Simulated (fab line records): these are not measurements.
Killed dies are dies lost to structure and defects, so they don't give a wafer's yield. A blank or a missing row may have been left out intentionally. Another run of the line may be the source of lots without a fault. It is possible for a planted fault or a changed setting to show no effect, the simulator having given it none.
fab line records	flow sky130
record: lots: 6	wafers: 18	last-day: 50
route steps=708 shown LDD_P@264 LDD_HVN@267 PAD_OPEN@708
lots that met no fault: taken from a fault-free run of the same line
start-h: hours from the record's first day to the start of the lot's first wafer shown	wait-h: time in hours since the lot's previous step	" identical to the entry in the row above	L1.1+2: several wafers, shown together as one row	- no value present, or no start provided	* or withheld: withheld	< > ~ a bound
route shown NAME@n: a module of which the file shows steps, and the number in the route of the first	usual: average and standard deviation across the fault-free wafers	same: alike in all rows	chamber/n: place in a boat	sites: each site's reading	_std_site: how widely they spread, as a standard deviation	_edge_site: inner sites' mean taken away from outer sites' mean	radius-mm: how far each site lies from the wafer's centre	mask NAME#n: copy n	behind: the tool/chamber that last shaped the wafer	hold: what put the lot on hold/how long, in hours/how the hold closed	device: which transistor (n, p or np) failed to switch	end of line: at the end of the route, the tests of the same wafers	step lacking rows: just its recipe	killed: count of dies lost to structure and defects at first sort (not the wafer's yield)	map: a wafer's dies, marking killed ones x, the rest . and places with no die _
set.NAME: the run value of the setting; set.NAME@STEP: its run value at that earlier step	model.NAME: the simulator's own value behind a step, which no gauge read
certain route steps with their lots: each step a table, each wafer a row
services: from which hour (start-h, from the record's first day; less than 0 if before it) a tool's chamber was out of use, for how many hours, and why
== steps ==
step: SKY_LDD_P_IMPLANT_09
recipe: species: BF2	energy-kev: 25	dose-cm2: 1e+13	tilt-deg: withheld
step: SKY_LDD_P_STRIP_10
recipe: chemistry: O2/N2	power-w: 1400	pressure-mtorr: 1500	platen-temp-c: withheld	o2-flow-sccm: 3000	n2-flow-sccm: 300	overash-fraction: 0.5
usual: drypump-motor-current-A: 5.79/0.25	n2-flow-sccm: 300.0/0.94	oes-product-au: 0.715/0.0047	strip-time-to-endpoint-s: 14.15/0.032
lot.wafer	tool	chamber	start-h	wait-h	drypump-motor-current-A	n2-flow-sccm	oes-product-au	rf-hours-counter-h	strip-time-to-endpoint-s
L601.2	plasma-asher-03	1	446.31	0.1	5.68	299.9	0.720	2	14.16
L601.4	"	0	"	"	6.09	300.9	0.716	-	14.19
L601.5	"	0	"	"	6.08	299.3	0.709	-	14.13
L611.2	plasma-asher-03	1	539.62	0.1	5.70	300.2	0.718	11	14.14
L611.4	"	0	"	"	6.07	301.4	0.727	-	14.07
L611.5	"	1	"	"	5.72	300.4	0.721	-	14.08
L614.1	plasma-asher-04	1	561.18	0.1	5.99	299.1	0.719	85	14.15
L614.2	"	0	"	"	5.53	298.9	0.716	85	14.14
L614.3	"	0	"	"	5.52	299.3	0.713	-	14.15
L615.2	plasma-asher-04	1	576.96	0.1	5.95	299.2	0.715	87	14.13
L615.4	"	1	"	"	5.93	300.4	0.709	-	14.15
L615.5	"	1	"	"	5.94	299.9	0.726	-	14.10
L618.2	plasma-asher-02	0	596.37	0.1	6.13	299.7	0.720	76	14.15
L618.3	"	0	"	"	6.14	300.5	0.717	-	14.13
L618.5	"	0	"	"	6.13	299.5	0.716	-	14.14
L623.1	plasma-asher-04	0	644.63	0.1	5.51	298.1	0.717	93	14.23
L623.4	"	0	"	"	5.55	300.0	0.716	-	14.20
L623.6	"	1	"	"	5.94	299.3	0.724	-	14.20
step: SKY_LDD_P_TW_MEAS_11
usual: LDD_P_TW: 641/7.8
lot.wafer	tool	chamber	start-h	wait-h	LDD_P_TW
L601.2	film-metro-01	-	446.42	0.1	651
L601.4	"	-	"	"	652
L601.5	"	-	"	"	654
L611.2	film-metro-01	-	539.73	0.1	646
L611.4	"	-	"	"	646
L611.5	"	-	"	"	644
L614.1	film-metro-03	-	561.28	0.1	634
L614.2	"	-	"	"	635
L614.3	"	-	"	"	634
L615.2	film-metro-04	-	577.07	0.1	634
L615.4	"	-	"	"	638
L615.5	"	-	"	"	639
L618.2	film-metro-03	-	596.48	0.1	631
L618.3	"	-	"	"	632
L618.5	"	-	"	"	631
L623.1	film-metro-01	-	644.73	0.1	645
L623.4	"	-	"	"	648
L623.6	"	-	"	"	650
step: SKY_LDD_HVN_DEHYDRATE_00
recipe: temp-c: 200	time-s: 60
step: SKY_LDD_HVN_HMDS_01
recipe: prime-time-s: 60	prime-temp-c: 120
step: SKY_LDD_HVN_COAT_02
recipe: resist: NOVOLAK	spin-rpm: 3000	resist-thk-nm: 300
step: SKY_LDD_HVN_SOFTBAKE_03
recipe: temp-c: 90	time-s: 60	resist: NOVOLAK
step: SKY_LDD_HVN_EXPOSE_04
recipe: mask-id: HVNTM	na: 0.6	source-shape: conventional	sigma-outer: 0.6	polarization: unpolarized	target-cd-nm: 700	dose-mj: 127
step: SKY_LDD_HVN_PEB_05
recipe: temp-c: withheld	time-s: *	resist: NOVOLAK
step: SKY_LDD_HVN_DEVELOP_06
recipe: resist: NOVOLAK	developer: TMAH	develop-time-s: 60	dev-temp-c: 23
step: SKY_LDD_HVN_OVL_MEAS_07
usual: LDD_HVN_OVL: 0.5/1.1
lot.wafer	tool	chamber	start-h	wait-h	LDD_HVN_OVL[nm]
L601.2	overlay-02	-	477.51	0.1	-0.7
L601.4	"	-	"	"	-1.4
L601.5	"	-	"	"	0.7
L611.2	overlay-01	-	569.06	0.1	0.1
L611.4	"	-	"	"	1.0
L611.5	"	-	"	"	0.0
L614.1	overlay-02	-	590.71	0.1	1.1
L614.2	"	-	"	"	0.3
L614.3	"	-	"	"	0.0
L615.2	overlay-01	-	606.63	0.1	2.1
L615.4	"	-	"	"	-0.2
L615.5	"	-	"	"	0.5
L618.2	overlay-01	-	625.23	0.1	1.2
L618.3	"	-	"	"	1.0
L618.5	"	-	"	"	0.0
L623.1	overlay-02	-	673.13	0.1	-0.3
L623.4	"	-	"	"	-0.9
L623.6	"	-	"	"	-0.4
step: SKY_LDD_HVN_IMPLANT_08
recipe: species: P	energy-kev: 60	dose-cm2: 3e+13	tilt-deg: 40
step: SKY_LDD_HVN_STRIP_09
recipe: chemistry: O2/N2	power-w: 1400	pressure-mtorr: 1500	platen-temp-c: withheld	o2-flow-sccm: 3000	n2-flow-sccm: 300	overash-fraction: 0.5
usual: drypump-motor-current-A: 5.67/0.29	n2-flow-sccm: 300.1/0.92	oes-product-au: 0.408/0.0052	strip-time-to-endpoint-s: 4.129/0.013
lot.wafer	tool	chamber	start-h	wait-h	drypump-motor-current-A	n2-flow-sccm	oes-product-au	rf-hours-counter-h	strip-time-to-endpoint-s
L601.2	plasma-asher-03	1	477.69	0.1	5.71	299.8	0.408	5	4.139
L601.4	"	0	"	"	6.09	298.9	0.413	-	4.146
L601.5	"	1	"	"	5.73	300.6	0.412	-	4.138
L611.2	plasma-asher-01	1	569.24	0.1	5.26	301.5	0.410	46	4.131
L611.4	"	1	"	"	5.27	299.6	0.406	-	4.111
L611.5	"	1	"	"	5.28	299.7	0.415	-	4.129
L614.1	plasma-asher-01	0	590.90	0.1	5.74	240.7	0.411	48	4.123
L614.2	"	1	"	"	5.30	300.7	0.417	48	4.147
L614.3	"	1	"	"	5.28	300.6	0.408	-	4.126
L615.2	plasma-asher-01	0	606.81	0.1	5.75	239.2	0.412	50	4.115
L615.4	"	1	"	"	5.31	299.5	0.407	-	4.134
L615.5	"	1	"	"	5.29	298.8	0.407	-	4.129
L618.2	plasma-asher-02	0	625.41	0.1	6.13	300.5	0.404	79	4.131
L618.3	"	1	"	"	5.47	300.5	0.406	-	4.127
L618.5	"	0	"	"	6.14	299.4	0.407	-	4.125
L623.1	plasma-asher-01	1	673.31	0.1	5.30	299.3	0.414	57	4.132
L623.4	"	0	"	"	5.77	301.1	0.398	-	4.122
L623.6	"	0	"	"	5.77	300.4	0.414	-	4.143
step: SKY_LDD_HVN_TW_MEAS_10
usual: LDD_HVN_TW: 1456/13
lot.wafer	tool	chamber	start-h	wait-h	LDD_HVN_TW
L601.2	film-metro-01	-	477.80	0.1	1468
L601.4	"	-	"	"	1466
L601.5	"	-	"	"	1465
L611.2	film-metro-04	-	569.35	0.1	1436
L611.4	"	-	"	"	1440
L611.5	"	-	"	"	1435
L614.1	film-metro-04	-	591.00	0.1	1436
L614.2	"	-	"	"	1438
L614.3	"	-	"	"	1434
L615.2	film-metro-01	-	606.93	0.1	1460
L615.4	"	-	"	"	1468
L615.5	"	-	"	"	1469
L618.2	film-metro-04	-	625.52	0.1	1439
L618.3	"	-	"	"	1434
L618.5	"	-	"	"	1436
L623.1	film-metro-01	-	673.41	0.1	1469
L623.4	"	-	"	"	1463
L623.6	"	-	"	"	1467
step: SKY_PAD_OPEN_PROBE_99
usual: killed_at_M0_to_M3: 42/6.6	killed_at_M4_up: 3.1/1.9	killed-at-contacts: 24/5.6	killed-at-front-end: 15/4.8	killed-at-other: 0.3/0.48	killed-dies: 84/10	killed-on-rim: 16/3.9	killed-open: 47/6.8	killed-short: 37/6.8
same: gross-dies: 492	killed-at-back-side: 0
lot.wafer	tool	chamber	start-h	wait-h	killed_at_M0_to_M3	killed_at_M4_up	killed-at-contacts	killed-at-front-end	killed-at-other	killed-dies	killed-on-rim	killed-open	killed-short
L601.2	prober-02	-	1083.05	0.1	50	1	20	8	1	80	21	51	29
L601.4	prober-02	-	1083.15	0.2	31	1	35	15	0	82	14	55	27
L601.5	prober-02	-	1083.20	0.2	38	1	26	13	1	79	10	43	36
L611.2	prober-01	-	1145.53	0.1	42	3	30	23	0	98	17	50	48
L611.4	prober-01	-	1145.63	0.2	28	6	23	12	0	69	13	43	26
L611.5	prober-01	-	1145.68	0.2	43	1	23	17	0	84	16	48	36
L614.1	prober-01	-	1157.46	0.1	46	2	30	11	1	90	14	52	38
L614.2	prober-01	-	1157.51	0.1	35	5	26	13	0	79	15	36	43
L614.3	prober-01	-	1157.56	0.2	40	3	25	15	0	83	15	46	37
L615.2	prober-02	-	1168.17	0.1	49	4	22	6	0	81	15	42	39
L615.4	prober-02	-	1168.27	0.2	37	3	15	18	0	73	16	43	30
L615.5	prober-02	-	1168.32	0.2	50	4	23	17	1	95	18	56	39
L618.2	prober-01	-	1180.78	0.1	44	1	34	16	1	96	23	58	38
L618.3	prober-01	-	1180.83	0.2	35	4	32	21	1	93	15	56	37
L618.5	prober-01	-	1180.93	0.2	53	4	31	21	1	110	24	56	54
L623.1	prober-02	-	1203.38	0.1	44	1	18	11	0	74	15	43	29
L623.4	prober-02	-	1203.53	0.2	42	2	21	14	0	79	10	37	42
L623.6	prober-02	-	1203.63	0.2	44	3	27	9	0	83	18	47	36
killed by level:class
L601.2 VIA3:geometric-particle:open=12 VIA1:geometric-particle:open=9 CONTACT:geometric-particle:open=9 METAL2:geometric-particle:short=7 VIA2:geometric-particle:open=7 VIA1:geometric-particle:short=5 METAL3:geometric-particle:short=5 LI_CONTACT:geometric-particle:open=4
L601.4 CONTACT:geometric-particle:open=16 VIA1:geometric-particle:open=8 LI_CONTACT:geometric-particle:open=7 VIA3:geometric-particle:open=7 LOCAL_INTERCONNECT:geometric-particle:short=6 FIELD_ISO:geometric-particle:open=5 VIA3:geometric-particle:short=4 POLY_GATE:geometric-particle:open=3
L601.5 VIA1:geometric-particle:open=9 LOCAL_INTERCONNECT:geometric-particle:short=9 LI_CONTACT:geometric-particle:open=8 VIA3:geometric-particle:open=8 CONTACT:geometric-particle:open=6 METAL2:geometric-particle:short=5 POLY_GATE:geometric-particle:short=4 VIA2:geometric-particle:open=4
L611.2 CONTACT:geometric-particle:open=10 VIA1:geometric-particle:open=8 METAL1:geometric-particle:short=6 LOCAL_INTERCONNECT:geometric-particle:short=6 CONTACT:geometric-particle:short=6 FIELD_ISO:geometric-particle:open=5 FIELD_ISO:geometric-particle:short=5 VIA2:geometric-particle:open=5
L611.4 VIA1:geometric-particle:open=11 CONTACT:geometric-particle:open=10 LI_CONTACT:geometric-particle:open=5 VIA3:geometric-particle:open=4 METAL4:geometric-particle:short=4 FIELD_ISO:geometric-particle:open=3 POLY_GATE:geometric-particle:short=3 LOCAL_INTERCONNECT:geometric-particle:short=3
L611.5 VIA3:geometric-particle:open=9 VIA1:geometric-particle:short=8 CONTACT:geometric-particle:open=7 FIELD_ISO:geometric-particle:open=5 CONTACT:geometric-particle:short=5 VIA1:geometric-particle:open=5 VIA2:geometric-particle:open=5 POLY_GATE:geometric-particle:open=4
L614.1 VIA1:geometric-particle:open=11 METAL2:geometric-particle:short=11 CONTACT:geometric-particle:open=10 VIA3:geometric-particle:open=9 LI_CONTACT:geometric-particle:open=7 FIELD_ISO:geometric-particle:open=4 LI_CONTACT:geometric-particle:short=4 CONTACT:geometric-particle:short=4
L614.2 LI_CONTACT:geometric-particle:open=7 CONTACT:geometric-particle:short=7 CONTACT:geometric-particle:open=7 METAL2:geometric-particle:short=6 METAL1:geometric-particle:short=5 VIA1:geometric-particle:open=5 VIA2:geometric-particle:open=5 POLY_GATE:geometric-particle:short=4
L614.3 VIA1:geometric-particle:open=14 VIA1:geometric-particle:short=8 CONTACT:geometric-particle:open=7 VIA3:geometric-particle:open=6 FIELD_ISO:geometric-particle:short=5 LI_CONTACT:geometric-particle:short=5 FIELD_ISO:geometric-particle:open=4 LI_CONTACT:geometric-particle:open=4
L615.2 CONTACT:geometric-particle:open=11 VIA1:geometric-particle:open=10 VIA1:geometric-particle:short=8 METAL2:geometric-particle:short=6 VIA2:geometric-particle:open=6 VIA3:geometric-particle:short=6 CONTACT:geometric-particle:short=5 VIA3:geometric-particle:open=5
L615.4 VIA1:geometric-particle:open=12 FIELD_ISO:geometric-particle:short=5 METAL2:geometric-particle:short=5 VIA3:geometric-particle:open=5 LI_CONTACT:geometric-particle:open=4 CONTACT:geometric-particle:open=4 VIA2:geometric-particle:open=4 FIELD_ISO:geometric-particle:open=3
L615.5 VIA1:geometric-particle:open=13 VIA3:geometric-particle:open=13 LI_CONTACT:geometric-particle:open=8 CONTACT:geometric-particle:open=5 VIA1:geometric-particle:short=5 VIA3:geometric-particle:short=5 FIELD_ISO:geometric-particle:short=4 POLY_GATE:geometric-particle:open=4
L618.2 LI_CONTACT:geometric-particle:open=13 CONTACT:geometric-particle:open=10 VIA3:geometric-particle:open=10 VIA2:geometric-particle:open=7 VIA1:geometric-particle:open=7 FIELD_ISO:geometric-particle:open=6 VIA1:geometric-particle:short=6 CONTACT:geometric-particle:short=5
L618.3 LI_CONTACT:geometric-particle:open=12 CONTACT:geometric-particle:open=12 VIA1:geometric-particle:open=7 VIA1:geometric-particle:short=7 POLY_GATE:geometric-particle:open=6 VIA3:geometric-particle:open=6 FIELD_ISO:geometric-particle:open=4 LOCAL_INTERCONNECT:geometric-particle:short=4
L618.5 VIA2:geometric-particle:open=12 VIA3:geometric-particle:open=11 LOCAL_INTERCONNECT:geometric-particle:short=9 LI_CONTACT:geometric-particle:open=7 FIELD_ISO:geometric-particle:short=6 CONTACT:geometric-particle:open=6 VIA1:geometric-particle:short=6 POLY_GATE:geometric-particle:open=5
L623.1 VIA1:geometric-particle:open=13 VIA3:geometric-particle:open=7 METAL2:geometric-particle:short=6 METAL1:geometric-particle:short=6 CONTACT:geometric-particle:open=5 CONTACT:geometric-particle:short=5 VIA2:geometric-particle:open=5 SPACER:geometric-particle:open=4
L623.4 METAL1:geometric-particle:short=9 POLY_GATE:geometric-particle:open=7 CONTACT:geometric-particle:open=7 CONTACT:geometric-particle:short=7 VIA3:geometric-particle:open=6 METAL1:geometric-particle:open=4 VIA1:geometric-particle:open=4 VIA1:geometric-particle:short=4
L623.6 LI_CONTACT:geometric-particle:open=10 VIA1:geometric-particle:open=10 METAL2:geometric-particle:short=8 CONTACT:geometric-particle:open=8 METAL1:geometric-particle:short=7 VIA3:geometric-particle:open=6 VIA1:geometric-particle:short=5 VIA2:geometric-particle:open=5
== services ==
tool	chamber	start-h	hours	kind
plasma-asher-03	0	430.25	-	clean
plasma-asher-03	1	430.25	-	clean
plasma-asher-02	-	441.23	12.9	repair
plasma-asher-02	-	492.32	2.8	pm
plasma-asher-01	-	524.41	2.6	repair
plasma-asher-01	-	640.54	2.8	pm
plasma-asher-02	-	646.47	9.9	repair
plasma-asher-02	-	661.93	15.6	pm
== key ==
first-sign: step: SKY_LDD_HVN_STRIP_09	reading: n2-flow-sccm	direction: down	sigmas: 65	usual: 300.1	struck: 239.9
effect none on later readings
met-at SKY_LDD_HVN_STRIP_09
struck-wafers L614.1,L615.2
tester-left-out L614,L615
fault: kind: process-parameter-drift	tool: plasma-asher-01	chamber: 0	onset-h: 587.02	steps: SKY_LDD_HVN_STRIP_09	channel: n2-flow-sccm	offset: -60	shape: step	end-h: 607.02	acts-in: these-recipes-only	stated: 300
tester-left-out: of these lots the tester's yield and bins aren't shown, on N5 and GAA mostly nor the transistor test; their killed dies are dies lost to structure and defects alone, not to doping, threshold or leakage, so they don't give the yield
